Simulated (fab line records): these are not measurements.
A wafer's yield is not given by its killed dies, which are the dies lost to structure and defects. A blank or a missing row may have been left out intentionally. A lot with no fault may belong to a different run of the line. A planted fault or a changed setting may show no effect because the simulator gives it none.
Tool commonality check + flow sky130 + Lots sampled 11, wafers sampled 33

## REASON FOR OPENING
On 2 of the 11 lots, a flag is raised at SKY_METAL3_CD_MEAS_13 on the reading cd nm. No-fault wafers: 300.2 nm, standard deviation 1.4.
Rule: a lot is flagged when every wafer of it that has a number lies more than 4 standard deviations from that mean, or none has a number. The rest of the lots are taken to be sound.

| lot  | measured     | on        | cd nm (nm), wafer by wafer | flag    |
|------|--------------|-----------|----------------------------|---------|
| L977 | day 39 13:00 | cd sem-02 | 301.0 300.7 299.4          |         |
| L978 | day 39 14:38 | cd sem-02 | 300.3 299.3 300.2          |         |
| L979 | day 39 16:12 | cd sem-01 | 296.2 298.5 297.8          |         |
| L982 | day 41 09:49 | cd sem-02 | 299.7 299.7 300.4          |         |
| L984 | day 41 12:01 | cd sem-02 | 302.6 303.0 305.4          |         |
| L983 | day 41 12:22 | cd sem-01 | 301.3 300.9 300.7          |         |
| L987 | day 41 18:26 | cd sem-01 | 299.8 301.0 301.1          |         |
| L992 | day 42 19:59 | cd sem-01 | 328.0 328.8 327.4          | FLAGGED |
| L994 | day 43 13:07 | cd sem-02 | 322.1 322.8 320.4          | FLAGGED |
| L996 | day 44 06:31 | cd sem-01 | 300.9 300.9 300.9          |         |
| L997 | day 44 09:56 | cd sem-02 | 295.8 298.3 298.3          |         |
The numbers of the flagged lots are 324.9 nm on average: +24.7 nm against the usual, or +18 standard deviations.

## WHICH TOOL RAN EACH LOT
Before the reading, the record contains 3 process steps out of a 708-step route. Read each cell as the tool, then ch plus the chambers that the sampled wafers visited, then the start.
| lot  | flag    | SKY_METAL3_SPUTTER_02        | SKY_CAPM_STRIP_14                    | SKY_METAL3_EXPOSE_10              |
|------|---------|------------------------------|--------------------------------------|-----------------------------------|
| L977 |         | pvd sputter-04, day 37 08:29 | plasma asher-02 ch 0,1, day 38 10:58 | krf scanner-02 ch 0, day 39 00:53 |
| L978 |         | pvd sputter-04, day 37 10:44 | plasma asher-03 ch 0,1, day 38 12:38 | krf scanner-02 ch 0, day 39 01:57 |
| L979 |         | pvd sputter-01, day 37 13:13 | plasma asher-02 ch 0,1, day 38 14:55 | krf scanner-01 ch 0, day 39 04:26 |
| L982 |         | pvd sputter-03, day 39 08:22 | plasma asher-02 ch 0,1, day 40 08:40 | krf scanner-01 ch 0, day 40 21:07 |
| L984 |         | pvd sputter-01, day 39 10:07 | plasma asher-03 ch 0,1, day 40 10:46 | krf scanner-02 ch 0, day 40 23:14 |
| L983 |         | pvd sputter-03, day 39 10:46 | plasma asher-02 ch 0,1, day 40 11:14 | krf scanner-01 ch 0, day 40 23:41 |
| L987 |         | pvd sputter-04, day 39 17:35 | plasma asher-02 ch 0,1, day 40 17:41 | krf scanner-02 ch 0, day 41 07:15 |
| L992 | FLAGGED | pvd sputter-04, day 40 20:11 | plasma asher-02 ch 0,1, day 41 20:23 | krf scanner-02 ch 0, day 42 09:55 |
| L994 | FLAGGED | pvd sputter-03, day 41 14:56 | plasma asher-03 ch 0,1, day 42 14:53 | krf scanner-02 ch 0, day 43 02:20 |
| L996 |         | pvd sputter-01, day 42 09:41 | plasma asher-02 ch 0,1, day 43 08:23 | krf scanner-01 ch 0, day 43 19:25 |
| L997 |         | pvd sputter-01, day 42 12:17 | plasma asher-01 ch 0,1, day 43 11:07 | krf scanner-01 ch 0, day 43 22:22 |
What is done by these steps:
- SKY_METAL3_SPUTTER_02: material AlCu, target thk 735 nm, time 39.1 s.
- SKY_CAPM_STRIP_14: strips in O2/N2.
- SKY_METAL3_EXPOSE_10: exposes mask MM3, target cd 300 nm.
- SKY_METAL3_CD_MEAS_13: target cd 300 nm.

## FLAGGED AGAINST TOTAL, ONE TOOL AT A TIME (gauges that did the reading follow at the end)
| step                  | tool            | lots run | flagged | share of the flagged lots | sound lots run after its first flagged lot |
|-----------------------|-----------------|----------|---------|---------------------------|--------------------------------------------|
| SKY_METAL3_SPUTTER_02 | pvd sputter-01  | 4        | 0       | none                      | -                                          |
| SKY_METAL3_SPUTTER_02 | pvd sputter-03  | 3        | 1       | some                      | 0                                          |
| SKY_METAL3_SPUTTER_02 | pvd sputter-04  | 4        | 1       | some                      | 0                                          |
| SKY_CAPM_STRIP_14     | plasma asher-01 | 1        | 0       | none                      | -                                          |
| SKY_CAPM_STRIP_14     | plasma asher-02 | 7        | 1       | some                      | 1 (L996)                                   |
| SKY_CAPM_STRIP_14     | plasma asher-03 | 3        | 1       | some                      | 0                                          |
| SKY_METAL3_EXPOSE_10  | krf scanner-01  | 5        | 0       | none                      | -                                          |
| SKY_METAL3_EXPOSE_10  | krf scanner-02  | 6        | 2       | all                       | 0                                          |
| SKY_METAL3_CD_MEAS_13 | cd sem-01       | 5        | 1       | some                      | 1 (L996)                                   |
| SKY_METAL3_CD_MEAS_13 | cd sem-02       | 6        | 1       | some                      | 1 (L997)                                   |

## THE TABLE: WHAT IT ALLOWS
All flagged lots share 1 row of the table, namely krf scanner-02 at SKY_METAL3_EXPOSE_10.
- krf scanner-02 at SKY_METAL3_EXPOSE_10 ran 6 lots, 2 of them flagged. Last sound lot L987 at day 41 07:15, first flagged lot L992 at day 42 09:55; a fault beginning in between fits. Its own readings lie more than 4 standard deviations out on every wafer of the flagged lots: exposure dose mJ cm2.
What remains is a single tool, krf scanner-02 at SKY_METAL3_EXPOSE_10.

## WHAT HAD BEEN PUT IN BY THE SIMULATOR
Process parameter drift: krf scanner-02, from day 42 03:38 on, at SKY_METAL3_EXPOSE_10. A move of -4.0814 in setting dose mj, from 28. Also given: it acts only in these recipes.
Lots struck among those shown: L992, L994. The rule above found the same.
